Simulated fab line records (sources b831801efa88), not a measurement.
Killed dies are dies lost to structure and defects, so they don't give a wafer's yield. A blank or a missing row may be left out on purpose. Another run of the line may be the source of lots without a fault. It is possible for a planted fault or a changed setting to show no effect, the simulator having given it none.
One fault through the eyes of 2 desks || flow gf180mcu || each desk holds nothing but its own numbers, with what lay behind them at the end

## FOR THE TOOL OWNER'S DESK: cvd-w-01
The tool's own readings at GF_V2_CVD_23 (deposits W, target thk 350 nm, time 104.94 s): means of the sampled wafers that have a number, for each lot that ran on this tool. A lot is out of limits, marked OUT, if its mean lies more than 4 standard deviations from the usual mean; the brackets give that distance.
Columns: A = heater-power-w at GF_V2_CVD_23, usual 875 W; B = susceptor-temp-C at GF_V2_CVD_23, usual 399.99 C
{"lot": "L876", "first seen here": "day 20 22:20", "A": 775, "B": 400.15}
{"lot": "L885", "first seen here": "day 24 02:24", "A": 950, "B": "431.29 (+99 or more) OUT"}
{"lot": "L886", "first seen here": "day 24 06:55", "A": 936, "B": "431.01 (+99 or more) OUT"}
{"lot": "L896", "first seen here": "day 27 08:51", "A": 791, "B": 399.83}
{"lot": "L897", "first seen here": "day 27 14:52", "A": 784, "B": 399.97}
{"lot": "L898", "first seen here": "day 27 23:04", "A": 791, "B": 399.98}
Finding of this desk: L885, L886 out of limits; the first was L885 at day 24 02:24, on susceptor-temp-C at GF_V2_CVD_23. Within limits: L876, L896, L897, L898.

## METROLOGY DESK
Means of the sampled wafers that have a number, per lot and without regard to the tool the lot ran on: this is what the gauges read. A lot is out of limits, marked OUT, if its mean lies more than 4 standard deviations from the usual mean; the brackets give that distance.
Columns: A = V1_CVD_00_THK at GF_V1_THK_MEAS_01, usual 603 nm; B = V2_W_RS at GF_V2_RS_MEAS_24, usual 0.326 ohm/sq; C = V2_W_THK at GF_V2_THK_MEAS_25, usual 353 nm
{"lot": "L876", "first seen here": "day 17 16:31", "A": 608, "B": 0.320, "C": 358}
{"lot": "L883", "first seen here": "day 20 06:52", "A": 603, "B": 0.324, "C": 356}
{"lot": "L885", "first seen here": "day 21 00:58", "A": 604, "B": "0.195 (-40) OUT", "C": "-"}
{"lot": "L886", "first seen here": "day 21 05:39", "A": 597, "B": "0.194 (-40) OUT", "C": "-"}
{"lot": "L888", "first seen here": "day 22 03:17", "A": 608, "B": 0.328, "C": 349}
{"lot": "L890", "first seen here": "day 22 18:31", "A": 606, "B": 0.330, "C": 348}
{"lot": "L893", "first seen here": "day 23 11:49", "A": 598, "B": 0.327, "C": 349}
{"lot": "L895", "first seen here": "day 24 03:52", "A": 593, "B": 0.329, "C": 350}
{"lot": "L896", "first seen here": "day 24 12:08", "A": 600, "B": 0.327, "C": 354}
{"lot": "L897", "first seen here": "day 24 20:14", "A": 603, "B": 0.328, "C": 352}
{"lot": "L898", "first seen here": "day 25 04:55", "A": 595, "B": 0.324, "C": 354}
This desk reports L885, L886 out of limits; the earliest was L885 at day 24 02:31 (V2_W_RS at GF_V2_RS_MEAS_24). Within limits: L876, L883, L888, L890, L893, L895, L896, L897, L898.

## TAKEN TOGETHER
The tool owner's desk could have raised an alarm at day 24 02:24, on L885, L886.
Metrology desk: alarm possible at day 24 02:31 on L885, L886.
Of the lots named, all ran GF_V2_CVD_23 on cvd-w-01.

## WHAT THE SIMULATOR PUT IN
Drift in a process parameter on cvd-w-01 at GF_V2_CVD_23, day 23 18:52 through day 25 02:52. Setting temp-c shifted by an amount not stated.
Shown lots that were struck: L885, L886.
Fault start to first reading out of limits, in hours, per desk: tool owner, 8; metrology, 8.
